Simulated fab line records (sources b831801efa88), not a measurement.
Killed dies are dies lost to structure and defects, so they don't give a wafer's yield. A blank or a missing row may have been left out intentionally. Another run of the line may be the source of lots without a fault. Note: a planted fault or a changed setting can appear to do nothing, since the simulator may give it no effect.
What tool caused it? || flow gf180mcu || 15 lots, 45 wafers sampled, at 3 steps of a route of 602

## WHAT EACH GAUGE READ, for each wafer
GF_M4_RS_MEAS_05: uses a four-point probe to measure.
{"lot": "L768", "measured": "day 22 15:49", "on": "film_metro-01", "M4_ALCU_RS (ohm/sq)": "0.0717 0.0714 0.0726"}
{"lot": "L770", "measured": "day 23 06:58", "on": "film_metro-02", "M4_ALCU_RS (ohm/sq)": "0.0714 0.0705 0.0701"}
{"lot": "L771", "measured": "day 23 13:31", "on": "film_metro-04", "M4_ALCU_RS (ohm/sq)": "0.0703 0.0696 0.0704"}
{"lot": "L772", "measured": "day 23 22:34", "on": "film_metro-02", "M4_ALCU_RS (ohm/sq)": "0.0709 0.0706 0.0699"}
{"lot": "L773", "measured": "day 24 01:41", "on": "film_metro-04", "M4_ALCU_RS (ohm/sq)": "0.0710 0.0706 0.0708"}
{"lot": "L774", "measured": "day 24 18:20", "on": "film_metro-04", "M4_ALCU_RS (ohm/sq)": "0.0703 0.0706 0.0695"}
{"lot": "L775", "measured": "day 25 00:46", "on": "film_metro-02", "M4_ALCU_RS (ohm/sq)": "0.0698 0.0705 0.0698"}
{"lot": "L776", "measured": "day 25 10:49", "on": "film_metro-01", "M4_ALCU_RS (ohm/sq)": "0.0707 0.0701 0.0702"}
{"lot": "L777", "measured": "day 25 13:37", "on": "film_metro-02", "M4_ALCU_RS (ohm/sq)": "0.0713 0.0701 0.0703"}
{"lot": "L781", "measured": "day 27 01:38", "on": "film_metro-04", "M4_ALCU_RS (ohm/sq)": "0.0691 0.0706 0.0692"}
{"lot": "L785", "measured": "day 28 04:47", "on": "film_metro-04", "M4_ALCU_RS (ohm/sq)": "0.0697 0.0693 0.0686"}
{"lot": "L786", "measured": "day 28 11:52", "on": "film_metro-04", "M4_ALCU_RS (ohm/sq)": "0.0693 0.0699 0.0689"}
{"lot": "L788", "measured": "day 28 21:48", "on": "film_metro-02", "M4_ALCU_RS (ohm/sq)": "0.0717 0.0715 0.0710"}
{"lot": "L790", "measured": "day 29 11:28", "on": "film_metro-02", "M4_ALCU_RS (ohm/sq)": "0.0716 0.0708 0.0713"}
{"lot": "L791", "measured": "day 29 20:57", "on": "film_metro-04", "M4_ALCU_RS (ohm/sq)": "0.0699 0.0703 0.0703"}

GF_M4_THK_MEAS_06: measures by xrf.
{"lot": "L768", "measured": "day 22 15:55", "on": "film_metro-01", "M4_ALCU_THK (nm)": "434 439 427"}
{"lot": "L770", "measured": "day 23 07:05", "on": "film_metro-02", "M4_ALCU_THK (nm)": "443 445 449"}
{"lot": "L771", "measured": "day 23 13:37", "on": "film_metro-04", "M4_ALCU_THK (nm)": "439 443 438"}
{"lot": "L772", "measured": "day 23 22:40", "on": "film_metro-02", "M4_ALCU_THK (nm)": "446 445 449"}
{"lot": "L773", "measured": "day 24 01:49", "on": "film_metro-04", "M4_ALCU_THK (nm)": "437 441 440"}
{"lot": "L774", "measured": "day 24 18:27", "on": "film_metro-04", "M4_ALCU_THK (nm)": "442 439 448"}
{"lot": "L775", "measured": "day 25 00:52", "on": "film_metro-02", "M4_ALCU_THK (nm)": "451 446 454"}
{"lot": "L776", "measured": "day 25 10:56", "on": "film_metro-01", "M4_ALCU_THK (nm)": "442 445 446"}
{"lot": "L777", "measured": "day 25 13:44", "on": "film_metro-02", "M4_ALCU_THK (nm)": "443 447 448"}
{"lot": "L781", "measured": "day 27 01:44", "on": "film_metro-04", "M4_ALCU_THK (nm)": "446 438 445"}
{"lot": "L785", "measured": "day 28 04:52", "on": "film_metro-04", "M4_ALCU_THK (nm)": "445 446 450"}
{"lot": "L786", "measured": "day 28 11:58", "on": "film_metro-04", "M4_ALCU_THK (nm)": "445 443 449"}
{"lot": "L788", "measured": "day 28 21:55", "on": "film_metro-02", "M4_ALCU_THK (nm)": "436 437 441"}
{"lot": "L790", "measured": "day 29 11:34", "on": "film_metro-02", "M4_ALCU_THK (nm)": "435 443 439"}
{"lot": "L791", "measured": "day 29 21:02", "on": "film_metro-04", "M4_ALCU_THK (nm)": "445 440 439"}

GF_M5_CD_MEAS_07: target cd 280 nm.
{"lot": "L768", "measured": "day 26 12:53", "on": "cd_sem-01", "cd_nm (nm)": "281.3 281.2 281.8"}
{"lot": "L770", "measured": "day 27 01:57", "on": "cd_sem-01", "cd_nm (nm)": "281.6 280.2 281.9"}
{"lot": "L771", "measured": "day 27 05:46", "on": "cd_sem-01", "cd_nm (nm)": "280.7 280.3 280.7"}
{"lot": "L772", "measured": "day 27 13:28", "on": "cd_sem-02", "cd_nm (nm)": "279.5 281.2 279.8"}
{"lot": "L773", "measured": "day 27 17:02", "on": "cd_sem-01", "cd_nm (nm)": "280.4 279.5 279.4"}
{"lot": "L774", "measured": "day 28 07:44", "on": "cd_sem-02", "cd_nm (nm)": "278.3 279.1 278.7"}
{"lot": "L775", "measured": "day 28 13:09", "on": "cd_sem-01", "cd_nm (nm)": "279.4 280.3 280.1"}
{"lot": "L776", "measured": "day 29 02:06", "on": "cd_sem-01", "cd_nm (nm)": "280.4 278.3 279.6"}
{"lot": "L777", "measured": "day 29 02:38", "on": "cd_sem-01", "cd_nm (nm)": "280.6 279.5 280.0"}
{"lot": "L781", "measured": "day 30 11:32", "on": "cd_sem-02", "cd_nm (nm)": "277.9 279.0 278.2"}
{"lot": "L785", "measured": "day 31 10:40", "on": "cd_sem-01", "cd_nm (nm)": "279.8 280.2 280.6"}
{"lot": "L786", "measured": "day 31 17:34", "on": "cd_sem-01", "cd_nm (nm)": "282.5 280.4 282.3"}
{"lot": "L788", "measured": "day 32 01:22", "on": "cd_sem-01", "cd_nm (nm)": "279.4 278.8 279.0"}
{"lot": "L790", "measured": "day 32 14:25", "on": "cd_sem-02", "cd_nm (nm)": "279.1 279.8 279.6"}
{"lot": "L791", "measured": "day 32 20:55", "on": "cd_sem-02", "cd_nm (nm)": "282.3 282.0 281.4"}

## TOOL THAT RAN EACH LOT (tool first, then ch and the chambers of the sampled wafers, then the start)
The record holds no process step before these readings.

## AS READ BY THE TOOLS THEMSELVES (means over the sampled wafers that have a number; for cases with no such wafer, the mark the record gives instead)
The record holds no such reading with a usual standard deviation.

## THE ANSWER, worked out from the rows above alone
Rule: the usual values come from the lots themselves. The widest of any qualifying gaps counts: lots, ordered by their means at a reading, are off when they make up no more than a third of the lots, leave a main group of 4 or more, and stand apart from it by 3 or more times the standard deviation of that group's means. Not used: any main group whose means are identical at the precision the tables above print for the reading. A lot without any number at a reading at which 4 lots or more have one is off too. Any other lot the step has rows for is counted as sound. First the gauges in route order, then the tools' own readings, where a lot's mean is used as printed above. At the first step where some lot is off, the reading lying furthest off is the one used; lots without a number count as furthest.
Nothing can be told from this: no lot is off at any reading shown.

## WHAT HAD BEEN PUT IN BY THE SIMULATOR
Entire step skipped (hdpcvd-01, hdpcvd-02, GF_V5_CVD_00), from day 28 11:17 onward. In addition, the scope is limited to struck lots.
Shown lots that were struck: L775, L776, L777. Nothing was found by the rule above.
